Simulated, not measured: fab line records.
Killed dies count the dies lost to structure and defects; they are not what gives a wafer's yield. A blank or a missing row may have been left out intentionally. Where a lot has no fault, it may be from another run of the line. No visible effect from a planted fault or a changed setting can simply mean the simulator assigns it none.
fab line records    flow sky130
record: lots: 5  wafers: 15  last_day: 48
route steps=708 shown METAL2@506 VIA2@507
lots untouched by any fault: they come from a run of this same line in which no faults occurred
start_h: the number of hours between the record's first day and the start of the first shown wafer of the lot    wait_h: hours since the lot's step before    " the same as in the row above    L1.1+2: one row covering several wafers at once    - no value, or no start was given    * or withheld: withheld    < > ~ a bound
route shown NAME@n: a module of which the file shows steps, and the number in the route of the first    usual: mean/standard deviation taken from wafers without a fault    same: alike in all rows    chamber/n: place in a boat    sites: the reading at each site    _std_site: the standard deviation of these    _edge_site: inner sites' mean taken away from outer sites' mean    radius_mm: how far each site lies from the wafer's centre    mask NAME#n: copy n    behind: the most recent tool/chamber to have shaped the wafer    hold: what put the lot on hold/how long, in hours/how the hold closed    device: which transistor (n, p or np) failed to switch    end of line: the tests these same wafers got at the end of their route    where a step has no rows: the recipe by itself    killed: count of dies lost to structure and defects at first sort (not the wafer's yield)    map: a wafer's dies, x killed, . not, _ none there
set.NAME: the setting as run; set.NAME@STEP: as run at that earlier step    model.NAME: the simulator's own value behind a step, which no gauge read
a table for each step, a row for each wafer; lots at some steps of the route
services: when a tool's chamber went out of use (start_h, in hours from the record's first day, below 0 if earlier), for how many hours, and the reason
== steps ==
step: SKY_METAL2_CLEAN_23
recipe: chemistry: O3/DIW  dry: n2_spin
lot.wafer   tool          chamber  start_h  wait_h
L077.1+4+6  wet_bench-03  0        849.46   0.0
L079.1+3+5  wet_bench-01  1        862.70   0.0
L083.1+2+3  wet_bench-01  3        888.71   0.0
L086.3+4+6  wet_bench-04  3        911.46   0.0
L088.1+2+4  wet_bench-01  3        924.31   0.0
step: SKY_VIA2_HDPCVD_00
recipe: material: SiO2  target_thk_nm: 1180  sigma_open_frac: 0.3  time_s: 196.7  temp_c: 400  sih4_flow_sccm: 60  pressure_mtorr: 6
usual: pressure_mtorr: 6.001/0.01
lot.wafer  tool       chamber  start_h  wait_h  pressure_mtorr
L077.1     hdpcvd-01  2        849.55   0.0     6.004
L077.4     "          0        "        "       6.001
L077.6     "          2        "        "       5.994
L079.1     hdpcvd-02  0        862.80   0.0     6.007
L079.3     "          1        "        "       5.983
L079.5     "          1        "        "       5.996
L083.1     hdpcvd-02  0        888.80   0.0     5.989
L083.2     "          2        "        "       5.995
L083.3     "          1        "        "       6.004
L086.3     hdpcvd-02  1        911.56   0.0     6.024
L086.4     "          2        "        "       6.002
L086.6     "          0        "        "       5.998
L088.1     hdpcvd-02  0        924.40   0.0     6.003
L088.2     "          2        "        "       6.000
L088.4     "          0        "        "       5.982
step: SKY_VIA2_THK_MEAS_01
recipe: reads: SiO2_of_VIA2_HDPCVD_00
usual: VIA2_HDPCVD_THK: 1174/12
lot.wafer  tool           chamber  start_h  wait_h  VIA2_HDPCVD_THK[nm]
L077.1     film_metro-04  -        849.68   0.1     1174
L077.4     "              -        "        "       1182
L077.6     "              -        "        "       1186
L079.1     film_metro-01  -        862.93   0.1     1171
L079.3     "              -        "        "       1168
L079.5     "              -        "        "       1178
L083.1     film_metro-02  -        888.93   0.1     1185
L083.2     "              -        "        "       1181
L083.3     "              -        "        "       1173
L086.3     film_metro-04  -        911.71   0.1     1171
L086.4     "              -        "        "       1145
L086.6     "              -        "        "       1146
L088.1     film_metro-01  -        924.53   0.1     1161
L088.2     "              -        "        "       1171
L088.4     "              -        "        "       1183
step: SKY_VIA2_CMP_02
recipe: material: SiO2  down_force_psi: 4  platen_rpm: 60  pad_velocity_m_s: 0.94248
usual: motor_current_A: 12.9/1  retaining_ring_pressure_frac: 1.001/0.0055
lot.wafer  tool    chamber  start_h  wait_h  motor_current_A  retaining_ring_pressure_frac
L077.4     cmp-02  2        849.79   0.1     13.3             1.000
L077.1     "       3        "        "       14.0             0.999
L077.6     "       2        "        "       13.1             1.005
L079.3     cmp-02  2        863.04   0.1     13.1             0.998
L079.1     "       0        "        "       12.6             0.994
L079.5     "       2        "        "       13.3             0.996
L083.2     cmp-02  0        888.99   0.0     12.8             1.002
L083.3     "       1        "        "       12.3             0.997
L083.1     "       3        "        "       13.7             1.001
L086.3     cmp-02  0        911.75   0.0     12.0             1.002
L086.4     "       3        "        "       13.9             0.999
L086.6     "       0        "        "       12.3             1.004
L088.1     cmp-02  3        924.59   0.1     13.8             1.001
L088.4     "       0        "        "       12.6             0.995
L088.2     "       1        "        "       11.6             1.008
step: SKY_VIA2_BOW_MEAS_03
recipe: mode: bow
usual: VIA2_BOW: 85/7.3
lot.wafer  tool           chamber  start_h  wait_h  VIA2_BOW[um]
L077.1     film_metro-02  -        850.04   0.1     83
L077.4     "              -        "        "       86
L077.6     "              -        "        "       89
L079.1     film_metro-02  -        863.29   0.1     74
L079.3     "              -        "        "       78
L079.5     "              -        "        "       84
L083.1     film_metro-01  -        889.29   0.1     90
L083.2     "              -        "        "       86
L083.3     "              -        "        "       89
L086.3     film_metro-01  -        912.09   0.3     92
L086.4     "              -        "        "       91
L086.6     "              -        "        "       95
L088.1     film_metro-02  -        924.89   0.2     90
L088.2     "              -        "        "       85
L088.4     "              -        "        "       88
step: SKY_VIA2_DEHYDRATE_04
recipe: temp_c: 200  time_s: 60
usual: chill_plate_temp_C: 23.02/0.11
lot.wafer  tool            chamber  start_h  wait_h  chill_plate_temp_C
L077.1     litho_track-02  0        862.23   12.2    23.16
L077.4     "               0        "        "       23.17
L077.6     "               0        "        "       23.16
L079.1     litho_track-03  0        876.07   12.8    23.02
L079.3     "               0        "        "       23.03
L079.5     "               0        "        "       23.03
L083.1     litho_track-01  0        901.57   12.3    23.05
L083.2     "               0        "        "       23.15
L083.3     "               0        "        "       23.12
L086.3     litho_track-02  0        923.83   11.7    22.96
L086.4     "               0        "        "       22.88
L086.6     "               0        "        "       23.02
L088.1     litho_track-03  0        936.47   11.6    22.98
L088.2     "               0        "        "       23.00
L088.4     "               0        "        "       22.99
step: SKY_VIA2_HMDS_05
recipe: prime_time_s: 60  prime_temp_c: 120
usual: chill_plate_temp_C: 23.03/0.11
lot.wafer  tool            chamber  start_h  wait_h  chill_plate_temp_C
L077.1     litho_track-02  0        862.38   0.1     22.98
L077.4     "               0        "        "       23.01
L077.6     "               0        "        "       23.04
L079.1     litho_track-03  0        876.22   0.1     22.92
L079.3     "               0        "        "       22.99
L079.5     "               0        "        "       23.14
L083.1     litho_track-01  0        901.72   0.1     22.94
L083.2     "               0        "        "       22.95
L083.3     "               0        "        "       22.92
L086.3     litho_track-02  0        923.98   0.1     23.11
L086.4     "               0        "        "       22.98
L086.6     "               0        "        "       22.77
L088.1     litho_track-03  0        936.62   0.1     23.07
L088.2     "               0        "        "       22.87
L088.4     "               0        "        "       22.96
step: SKY_VIA2_COAT_06
recipe: resist: BARC  temp_c: withheld  time_s: withheld  spin_rpm: 3000  resist_thk_nm: 60
usual: chill_plate_temp_C: *
lot.wafer  tool            chamber  start_h  wait_h  chill_plate_temp_C
L077.1     litho_track-02  0        862.53   0.1     *
L077.4     "               0        "        "       *
L077.6     "               0        "        "       *
L079.1     litho_track-03  0        876.37   0.1     *
L079.3     "               0        "        "       *
L079.5     "               0        "        "       *
L083.1     litho_track-01  0        901.87   0.1     *
L083.2     "               0        "        "       *
L083.3     "               0        "        "       *
L086.3     litho_track-02  0        924.13   0.1     *
L086.4     "               0        "        "       *
L086.6     "               0        "        "       *
L088.1     litho_track-03  0        936.77   0.1     *
L088.2     "               0        "        "       *
L088.4     "               0        "        "       *
step: SKY_VIA2_COAT_07
recipe: resist: KrF-thick  spin_rpm: 3000  resist_thk_nm: 450
usual: chill_plate_temp_C: 23.00/0.11
lot.wafer  tool            chamber  start_h  wait_h  chill_plate_temp_C
L077.1     litho_track-02  0        -        -       22.96
L077.4     "               0        "        "       22.98
L077.6     "               0        "        "       23.05
L079.1     litho_track-03  0        -        -       23.04
L079.3     "               0        "        "       22.89
L079.5     "               0        "        "       22.86
L083.1     litho_track-01  0        -        -       23.06
L083.2     "               0        "        "       22.95
L083.3     "               0        "        "       22.93
L086.3     litho_track-02  0        -        -       23.08
L086.4     "               0        "        "       22.95
L086.6     "               0        "        "       23.00
L088.1     litho_track-03  0        -        -       22.99
L088.2     "               0        "        "       23.00
L088.4     "               0        "        "       23.03
step: SKY_VIA2_SOFTBAKE_08
recipe: temp_c: 100  time_s: 90  resist: KrF-thick
usual: chill_plate_temp_C: 22.99/0.1
lot.wafer  tool            chamber  start_h  wait_h  chill_plate_temp_C
L077.1     litho_track-02  0        -        -       22.98
L077.4     "               0        "        "       22.70
L077.6     "               0        "        "       22.95
L079.1     litho_track-03  0        -        -       23.03
L079.3     "               0        "        "       22.96
L079.5     "               0        "        "       22.86
L083.1     litho_track-01  0        -        -       23.00
L083.2     "               0        "        "       22.93
L083.3     "               0        "        "       22.97
L086.3     litho_track-02  0        -        -       23.05
L086.4     "               0        "        "       23.01
L086.6     "               0        "        "       23.11
L088.1     litho_track-03  0        -        -       22.97
L088.2     "               0        "        "       23.13
L088.4     "               0        "        "       22.92
step: SKY_VIA2_EXPOSE_09
recipe: mask_id: VIM2  na: 0.8  source_shape: annular  sigma_inner: 0.55  sigma_outer: 0.85  target_cd_nm: 200  dose_mj: 38
lot.wafer   tool            chamber  start_h  wait_h  mask
L077.1+4+6  krf_scanner-01  0        -        -       VIM2#0
L079.1+3+5  krf_scanner-02  0        -        -       VIM2#0
L083.1+2+3  krf_scanner-01  0        -        -       VIM2#0
L086.3+4+6  krf_scanner-01  0        -        -       VIM2#0
L088.1+2+4  krf_scanner-02  0        -        -       VIM2#0
step: SKY_VIA2_PEB_10
recipe: peb_temp_c: withheld  peb_time_s: withheld  resist: KrF-thick
usual: chill_plate_temp_C: *
lot.wafer  tool            chamber  start_h  wait_h  chill_plate_temp_C
L077.1     litho_track-02  0        -        -       *
L077.4     "               0        "        "       *
L077.6     "               0        "        "       *
L079.1     litho_track-03  0        -        -       *
L079.3     "               0        "        "       *
L079.5     "               0        "        "       *
L083.1     litho_track-01  0        -        -       *
L083.2     "               0        "        "       *
L083.3     "               0        "        "       *
L086.3     litho_track-02  0        -        -       *
L086.4     "               0        "        "       *
L086.6     "               0        "        "       *
L088.1     litho_track-02  0        -        -       *
L088.2     "               0        "        "       *
L088.4     "               0        "        "       *
step: SKY_VIA2_DEVELOP_11
recipe: develop_time_s: 60  resist: KrF-thick  dev_temp_c: 21
usual: chill_plate_temp_C: 23.00/0.11
same: develop_time_s: 60
lot.wafer  tool            chamber  start_h  wait_h  chill_plate_temp_C
L077.1     litho_track-02  0        -        -       23.03
L077.4     "               0        "        "       23.05
L077.6     "               0        "        "       22.92
L079.1     litho_track-03  0        -        -       23.07
L079.3     "               0        "        "       23.18
L079.5     "               0        "        "       23.27
L083.1     litho_track-01  0        -        -       22.96
L083.2     "               0        "        "       23.08
L083.3     "               0        "        "       23.02
L086.3     litho_track-02  0        -        -       22.89
L086.4     "               0        "        "       23.02
L086.6     "               0        "        "       23.00
L088.1     litho_track-02  0        -        -       22.92
L088.2     "               0        "        "       22.92
L088.4     "               0        "        "       23.06
step: SKY_VIA2_CD_MEAS_12
recipe: target_cd_nm: 200
usual: cd_nm: 199.6/1.1
lot.wafer  tool       chamber  start_h  wait_h  cd_nm
L077.1     cd_sem-02  -        876.13   -       201.0
L077.4     "          -        "        "       200.3
L077.6     "          -        "        "       203.1
L079.1     cd_sem-02  -        889.47   -       199.9
L079.3     "          -        "        "       201.1
L079.5     "          -        "        "       201.1
L083.1     cd_sem-02  -        914.77   -       199.8
L083.2     "          -        "        "       200.4
L083.3     "          -        "        "       200.2
L086.3     cd_sem-01  -        936.72   -       198.6
L086.4     "          -        "        "       198.3
L086.6     "          -        "        "       199.6
L088.1     cd_sem-01  -        949.29   -       198.1
L088.2     "          -        "        "       197.2
L088.4     "          -        "        "       197.1
step: SKY_VIA2_OVL_MEAS_13
usual: VIA2_OVL: -3/5.2
lot.wafer  tool        chamber  start_h  wait_h  VIA2_OVL[nm]
L077.1     overlay-01  -        876.25   0.1     -8
L077.4     "           -        "        "       4
L077.6     "           -        "        "       2
L079.1     overlay-02  -        889.59   0.1     -9
L079.3     "           -        "        "       -9
L079.5     "           -        "        "       -9
L083.1     overlay-01  -        914.89   0.1     -6
L083.2     "           -        "        "       -6
L083.3     "           -        "        "       -11
L086.3     overlay-01  -        936.82   0.1     -10
L086.4     "           -        "        "       -3
L086.6     "           -        "        "       -12
L088.1     overlay-02  -        949.41   0.1     -9
L088.2     "           -        "        "       2
L088.4     "           -        "        "       -4
step: SKY_VIA2_ETCH_14
recipe: chemistry: N2/H2  target: BARC  ion_energy_ev: 200  source_w: 500  bias_w: 100  pressure_mtorr: 30  n2_flow_sccm: 100  h2_flow_sccm: 200  stop_on: SiO2  time_s: 45.9  target_depth_a: 600
usual: drypump_motor_current_A: 5.5/0.4  oes_product_au: 0.855/0.0045  throttle_valve_pct: 13.223/0.0088
lot.wafer  tool         chamber  start_h  wait_h  drypump_motor_current_A  oes_product_au  rf_hours_counter_h  throttle_valve_pct
L077.1     rie_diel-02  0        876.29   0.0     5.3                      0.860           7                   13.220
L077.4     "            1        "        "       5.3                      0.855           7                   13.233
L077.6     "            2        "        "       5.3                      0.849           -                   13.219
L079.1     rie_diel-01  0        889.63   0.0     5.7                      0.862           12                  13.235
L079.3     "            1        "        "       6.0                      0.857           15                  13.233
L079.5     "            3        "        "       5.6                      0.851           -                   13.234
L083.1     rie_diel-01  0        914.92   0.0     5.7                      0.861           13                  13.239
L083.2     "            3        "        "       5.6                      0.857           8                   13.244
L083.3     "            2        "        "       5.7                      0.863           6                   13.223
L086.3     rie_diel-01  1        936.84   0.0     6.0                      0.853           16                  13.208
L086.4     "            3        "        "       5.6                      0.857           9                   13.230
L086.6     "            2        "        "       5.7                      0.857           -                   13.231
L088.1     rie_diel-04  1        949.44   0.0     5.6                      0.855           16                  13.226
L088.2     "            0        "        "       6.1                      0.861           20                  13.221
L088.4     "            2        "        "       5.1                      0.862           26                  13.216
== services ==
tool            chamber  start_h  hours  kind
rie_diel-01     2        839.68   6.2    repair
rie_diel-01     3        845.38   7.9    repair
krf_scanner-02  -        850.70   3.6    pm
krf_scanner-02  -        854.63   1.3    pm
cmp-02          -        856.18   1.4    repair
krf_scanner-01  -        861.66   0.8    pm
hdpcvd-01       -        876.53   1.4    repair
rie_diel-02     -        878.43   0.5    repair
hdpcvd-02       -        880.82   1.7    repair
krf_scanner-01  -        888.32   1.0    repair
hdpcvd-01       -        898.05   2.8    pm
cmp-02          -        912.05   4.0    pm
hdpcvd-02       -        912.27   0.8    repair
cmp-02          -        916.05   -      consumable_replace:conditioner
cmp-02          -        916.05   -      consumable_replace:pad
krf_scanner-02  -        923.56   4.4    pm
rie_diel-01     -        933.75   2.8    pm
rie_diel-01     1        938.46   2.1    repair
rie_diel-02     0        948.88   4.3    repair
== key ==
fault none
